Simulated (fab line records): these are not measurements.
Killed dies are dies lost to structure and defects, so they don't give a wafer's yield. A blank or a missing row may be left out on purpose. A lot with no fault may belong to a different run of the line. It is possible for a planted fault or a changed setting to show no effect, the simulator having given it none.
fab line records    flow sky130
record: lots: 5  wafers: 14  lastDay: 50
route steps=708 shown VIA3@575
lots with no fault: from the same line, run without faults
startH: the number of hours between the record's first day and the start of the first shown wafer of the lot    waitH: hours from the lot's prior step to this one    " repeats the value in the row above    L1.1+2: one row covering several wafers at once    - value missing, or start not given    * or withheld: withheld    < > ~ a bound
route shown NAME@n: NAME is a module with steps in the file, n the number in the route of the first one    usual: mean/standard deviation of fault-free wafers    same: alike in all rows    chamber/n: place in a boat    sites: each site's reading    _std_site: their standard deviation    _edge_site: the outer-site mean with the inner-site mean subtracted    radiusMm: for every site, how far away it sits from the centre of the wafer    mask NAME#n: copy n    behind: the most recent tool/chamber to have shaped the wafer    hold: why the lot was held/for how many hours/how that ended    device: the transistor (n, p or np) that didn't switch    end of line: tests run on the same wafers once the route is complete    step lacking rows: just its recipe    killed: the dies lost at the first sort to structure and to defects; this is not the yield of the wafer    map: the dies of a wafer, with x for killed, . for not killed, _ for no die there
set.NAME: the setting as run; set.NAME@STEP: as run at that earlier step    model.NAME: the simulator's own value behind a step, which no gauge read
lots at some steps of the route; a table a step, a row a wafer
services: when a tool's chamber went out of use (startH, in hours from the record's first day, below 0 if earlier), for how many hours, and the reason
== steps ==
step: SKY_VIA3_CMP_02
recipe: material: SiO2  downForcePsi: 4  platenRpm: 60  padVelocityMS: 0.94248
usual: motorCurrentA: 11.1/1.4  retainingRingPressureFrac: 1.000/0.0052  slurryFilterDpKPa: 13.49/0.13
lot.wafer  tool    chamber  startH   waitH  motorCurrentA  retainingRingPressureFrac  slurryFilterDpKPa
L270.4     cmp-01  0        940.55   0.1    11.4           1.000                      13.20
L270.2     "       2        "        "      10.2           0.999                      13.60
L270.5     "       0        "        "      11.2           1.002                      13.44
L273.4     cmp-02  0        964.00   0.0    12.7           1.005                      13.56
L273.2     "       1        "        "      11.8           1.004                      13.46
L273.6     "       0        "        "      12.3           0.992                      13.44
L278.1     cmp-01  1        996.42   0.1    10.9           1.006                      13.48
L278.5     "       1        "        "      10.6           0.996                      13.29
L285.2     cmp-02  2        1053.04  0.0    8.7            1.001                      13.34
L285.4     "       3        "        "      10.9           0.993                      13.59
L285.6     "       2        "        "      8.4            1.004                      13.46
L286.4     cmp-02  3        1054.67  0.0    11.0           1.007                      13.27
L286.3     "       1        "        "      11.2           1.002                      13.37
L286.1     "       2        "        "      8.6            1.003                      13.66
step: SKY_VIA3_BOW_MEAS_03
recipe: mode: bow
usual: VIA3_BOW: 78/8.4
lot.wafer  tool          chamber  startH   waitH  VIA3_BOW[um]
L270.2     filmMetro-04  -        940.82   0.1    85
L270.4     "             -        "        "      86
L270.5     "             -        "        "      82
L273.2     filmMetro-04  -        964.32   0.2    78
L273.4     "             -        "        "      75
L273.6     "             -        "        "      77
L278.1     filmMetro-04  -        996.72   0.2    73
L278.5     "             -        "        "      64
L285.2     filmMetro-04  -        1053.40  0.3    80
L285.4     "             -        "        "      82
L285.6     "             -        "        "      76
L286.1     filmMetro-04  -        1054.99  0.1    92
L286.3     "             -        "        "      75
L286.4     "             -        "        "      88
step: SKY_VIA3_DEHYDRATE_04
recipe: tempC: 200  timeS: 60
step: SKY_VIA3_HMDS_05
recipe: primeTimeS: 60  primeTempC: 120
step: SKY_VIA3_COAT_06
recipe: resist: BARC  tempC: withheld  timeS: withheld  spinRpm: 3000  resistThkNm: 60
step: SKY_VIA3_COAT_07
recipe: resist: KrF-thick  spinRpm: 3000  resistThkNm: 450
step: SKY_VIA3_SOFTBAKE_08
recipe: tempC: 100  timeS: 90  resist: KrF-thick
step: SKY_VIA3_EXPOSE_09
recipe: maskId: VIM3  na: 0.8  sourceShape: annular  sigmaInner: 0.55  sigmaOuter: 0.85  targetCdNm: 200  doseMj: 38
step: SKY_VIA3_PEB_10
recipe: pebTempC: withheld  pebTimeS: withheld  resist: KrF-thick
step: SKY_VIA3_DEVELOP_11
recipe: developTimeS: 60  resist: KrF-thick  devTempC: 21
step: SKY_VIA3_CD_MEAS_12
recipe: targetCdNm: 200
usual: cdNm: 200.1/1.2
lot.wafer  tool      chamber  startH   waitH  cdNm
L270.2     cdSem-01  -        964.68   -      199.3
L270.4     "         -        "        "      199.4
L270.5     "         -        "        "      198.4
L273.2     cdSem-02  -        988.19   -      201.4
L273.4     "         -        "        "      202.1
L273.6     "         -        "        "      202.7
L278.1     cdSem-02  -        1020.46  -      198.0
L278.5     "         -        "        "      198.3
L285.2     cdSem-02  -        1074.39  -      200.0
L285.4     "         -        "        "      200.9
L285.6     "         -        "        "      199.5
L286.1     cdSem-02  -        1076.66  -      200.4
L286.3     "         -        "        "      198.4
L286.4     "         -        "        "      198.8
step: SKY_VIA3_OVL_MEAS_13
usual: VIA3_OVL: 6/5
lot.wafer  tool        chamber  startH   waitH  VIA3_OVL[nm]
L270.2     overlay-01  -        964.78   0.1    9
L270.4     "           -        "        "      17
L270.5     "           -        "        "      11
L273.2     overlay-01  -        988.30   0.1    8
L273.4     "           -        "        "      9
L273.6     "           -        "        "      14
L278.1     overlay-01  -        1020.58  0.1    6
L278.5     "           -        "        "      5
L285.2     overlay-01  -        1074.50  0.1    -1
L285.4     "           -        "        "      5
L285.6     "           -        "        "      7
L286.1     overlay-02  -        1076.78  0.1    12
L286.3     "           -        "        "      8
L286.4     "           -        "        "      11
step: SKY_VIA3_ETCH_14
recipe: chemistry: N2/H2  target: BARC  ionEnergyEv: 200  sourceW: 500  biasW: 100  pressureMtorr: 30  n2FlowSccm: 100  h2FlowSccm: 200  stopOn: SiO2  timeS: 45.9  targetDepthA: 600
usual: drypumpMotorCurrentA: 5.8/0.51  n2FlowSccm: 100.0/0.31  oesProductAu: 0.854/0.005  rfFwdPowerW: 494.4/2.3  runLengthS: 74.1/0.42  throttleValvePct: 13.226/0.0096
lot.wafer  tool        chamber  startH   waitH  drypumpMotorCurrentA  n2FlowSccm  oesProductAu  rfFwdPowerW  rfHoursCounterH  runLengthS  throttleValvePct  model.KrF-thick_of_VIA3_COAT_07.thkNm  model.etch.depthNm  model.VIA3.cdNm
L270.2     rieDiel-04  0        964.81   0.0    6.3                   99.5        0.854         492.3        11               73.8        13.221            395.3                                  60.01               199.5
L270.4     "           3        "        "      5.7                   100.3       0.860         494.4        -                75.0        13.237            393.7                                  59.92               198.7
L270.5     "           1        "        "      5.5                   100.5       0.854         492.6        -                74.0        13.221            392                                    59.97               198
L273.2     rieDiel-02  0        988.33   0.0    6.0                   100.2       0.856         494.5        18               73.6        13.230            393.5                                  59.95               202.3
L273.4     "           1        "        "      6.0                   99.8        0.855         496.6        9                74.2        13.222            393                                    60.07               201.6
L273.6     "           3        "        "      6.6                   100.5       0.852         488.9        -                74.1        13.238            394.1                                  59.85               203
L278.1     rieDiel-02  2        1020.62  0.0    5.7                   99.9        0.996         -            18               51.2        13.253            413.4                                  39.85               193.7
L278.5     "           3        "        "      6.6                   99.7        1.005         -            -                51.0        13.233            412.9                                  39.49               194
L285.2     rieDiel-04  2        1074.53  0.0    5.1                   100.3       0.859         494.6        12               74.8        13.213            391.6                                  60.13               200.7
L285.4     "           1        "        "      5.5                   99.3        0.860         494.5        23               74.2        13.214            391.1                                  60.09               200.6
L285.6     "           0        "        "      6.2                   99.7        0.862         495.2        -                73.3        13.224            393.4                                  59.99               200.1
L286.1     rieDiel-04  1        1076.81  0.0    5.5                   100.0       0.854         492.2        23               73.7        13.224            393.5                                  59.87               199.6
L286.3     "           0        "        "      6.2                   99.7        0.855         491.2        14               73.5        13.225            395.7                                  59.99               198.5
L286.4     "           3        "        "      5.7                   100.3       0.856         494.0        20               74.8        13.244            394                                    59.6                198.7
step: SKY_VIA3_ETCH_15
recipe: target: SiO2  chemistry: C4F8/O2/Ar  targetDepthNm: 507  stopOn: TiN  maskMaterial: KrF-thick  sourceW: 1500  biasW: 1200  pressureMtorr: 40  c4f8FlowSccm: withheld  O2_flow_sccm: 6  Ar_flow_sccm: 300  timeS: 78
usual: oesProductAu: 0.945/0.0049  rfFwdPowerW: 1488/5.9  runLengthS: 106.2/0.38
lot.wafer  tool        chamber  startH   waitH  oesProductAu  rfFwdPowerW  runLengthS  model.KrF-thick_of_VIA3_COAT_07.thkNm  model.VIA3.cdNm
L270.2     rieDiel-04  0        964.86   0.0    0.947         1483         105.7       295.3                                  199.7
L270.4     "           3        "        "      0.947         1482         106.8       290.7                                  199.5
L270.5     "           1        "        "      0.940         1490         106.1       288.7                                  200.4
L273.2     rieDiel-02  0        988.37   0.0    0.947         1489         105.8       291.6                                  205.9
L273.4     "           1        "        "      0.935         1496         106.3       293.1                                  204.1
L273.6     "           3        "        "      0.939         1485         106.0       292.5                                  206.7
L278.1     rieDiel-02  2        1020.66  0.0    0.368         1483         105.7       311.6                                  193.5
L278.5     "           3        "        "      0.372         1479         106.5       312.1                                  193.4
L285.2     rieDiel-04  2        1074.57  0.0    0.949         1484         106.1       289.5                                  199.3
L285.4     "           1        "        "      0.942         1493         106.5       288                                    198.2
L285.6     "           0        "        "      0.955         1485         105.4       292.8                                  199
L286.1     rieDiel-04  1        1076.86  0.0    0.951         1484         106.4       292.6                                  201.2
L286.3     "           0        "        "      0.946         1480         106.2       296.4                                  200
L286.4     "           3        "        "      0.951         1492         107.2       293.2                                  198.4
step: SKY_VIA3_STRIP_16
recipe: chemistry: O2/N2  powerW: 1400  pressureMtorr: 1500  platenTempC: withheld  o2FlowSccm: 3000  n2FlowSccm: 300  overashFraction: 0.5
usual: drypumpMotorCurrentA: 5.8/0.46  n2FlowSccm: 300.1/0.92  oesProductAu: 0.402/0.0043  stripTimeToEndpointS: 4.130/0.022
same: overashFraction: 0.5
lot.wafer  tool            chamber  startH   waitH  drypumpMotorCurrentA  n2FlowSccm  oesProductAu  rfHoursCounterH  stripTimeToEndpointS
L270.2     plasmaAsher-01  1        964.92   0.0    6.5                   300.1       0.409         118              4.187
L270.4     "               0        "        "      6.5                   300.0       0.397         -                4.117
L270.5     "               0        "        "      6.5                   298.9       0.393         -                4.095
L273.2     plasmaAsher-03  1        988.43   0.0    5.8                   299.8       0.396         57               4.130
L273.4     "               0        "        "      5.6                   298.9       0.396         -                4.158
L273.6     "               1        "        "      5.7                   299.3       0.408         -                4.128
L278.1     plasmaAsher-04  0        1020.72  0.0    5.5                   300.7       0.403         83               4.351
L278.5     "               0        "        "      5.5                   300.4       0.411         -                4.345
L285.2     plasmaAsher-03  0        1074.63  0.0    5.6                   299.1       0.397         67               4.122
L285.4     "               1        "        "      5.7                   298.8       0.404         -                4.104
L285.6     "               0        "        "      5.6                   298.7       0.397         -                4.152
L286.1     plasmaAsher-04  1        1076.92  0.0    5.2                   302.0       0.404         90               4.137
L286.3     "               0        "        "      5.6                   298.7       0.403         -                4.170
L286.4     "               1        "        "      5.2                   301.8       0.402         -                4.146
step: SKY_VIA3_STRIP_17
recipe: chemistry: postEtchResidueRemover  timeS: 1200  tempC: 72.5
== services ==
tool            chamber  startH   hours  kind
rieDiel-02      -        916.70   1.5    repair
plasmaAsher-04  -        931.55   2.6    repair
plasmaAsher-04  -        932.71   2.7    repair
plasmaAsher-04  -        938.11   63.4   repair
rieDiel-04      2        943.46   29.7   repair
rieDiel-04      1        947.01   8.4    repair
cmp-02          -        964.60   0.3    repair
rieDiel-02      -        971.88   2.8    pm
plasmaAsher-01  -        979.70   15.6   pm
cmp-01          -        1026.79  11.4   pm
rieDiel-02      2        1032.02  5.8    repair
plasmaAsher-01  -        1047.71  13.1   repair
cmp-02          -        1055.84  0.7    repair
plasmaAsher-01  -        1060.80  9.0    pm
plasmaAsher-01  0        1060.80  9.0    ventCycle
plasmaAsher-01  1        1060.80  9.0    ventCycle
cmp-02          -        1063.06  2.0    repair
plasmaAsher-01  0        1069.80  -      clean
plasmaAsher-01  1        1069.80  -      clean
cmp-02          -        1070.30  10.6   repair
== key ==
firstSign: step: SKY_VIA3_ETCH_14  reading: runLengthS  direction: down  sigmas: 55  usual: *  struck: *
effect: step: SKY_VIA3_ETCH_14  reading: oesProductAu  direction: up  sigmas: 29  usual: 0.854  struck: 1.000
effect: step: SKY_VIA3_ETCH_15  reading: oesProductAu  direction: down  sigmas: 99+  usual: 0.945  struck: 0.370
effect: step: SKY_VIA3_STRIP_16  reading: stripTimeToEndpointS  direction: up  sigmas: 10  usual: *  struck: *
modelEffect: step: SKY_VIA3_ETCH_14  value: KrF-thick_of_VIA3_COAT_07.thkNm  without: 391.7  struck: 413.2
modelEffect: step: SKY_VIA3_ETCH_15  value: KrF-thick_of_VIA3_COAT_07.thkNm  without: 290.4  struck: 311.9
metAt SKY_VIA3_ETCH_14
struckWafers L278.1,L278.5
laterRowsLeftOut L278.1,L278.5
sortLeftOut L278.1,L278.5
onsetBetween 988.33 1020.62
fault: kind: processParameterDrift  tool: rieDiel-02  chamber: -  onsetH: 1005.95  steps: SKY_VIA3_ETCH_14  channel: timeS  offset: *  shape: step  endH: 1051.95  scope: struckWafersOnly  actsIn: *  stated: *
sortLeftOut: the simulated sort isn't trusted on such a fault, so these wafers' sort isn't shown, and their yield isn't known
laterRowsLeftOut: the simulator's readings of these wafers behind a module that went badly wrong aren't trusted and aren't shown, but for the sort
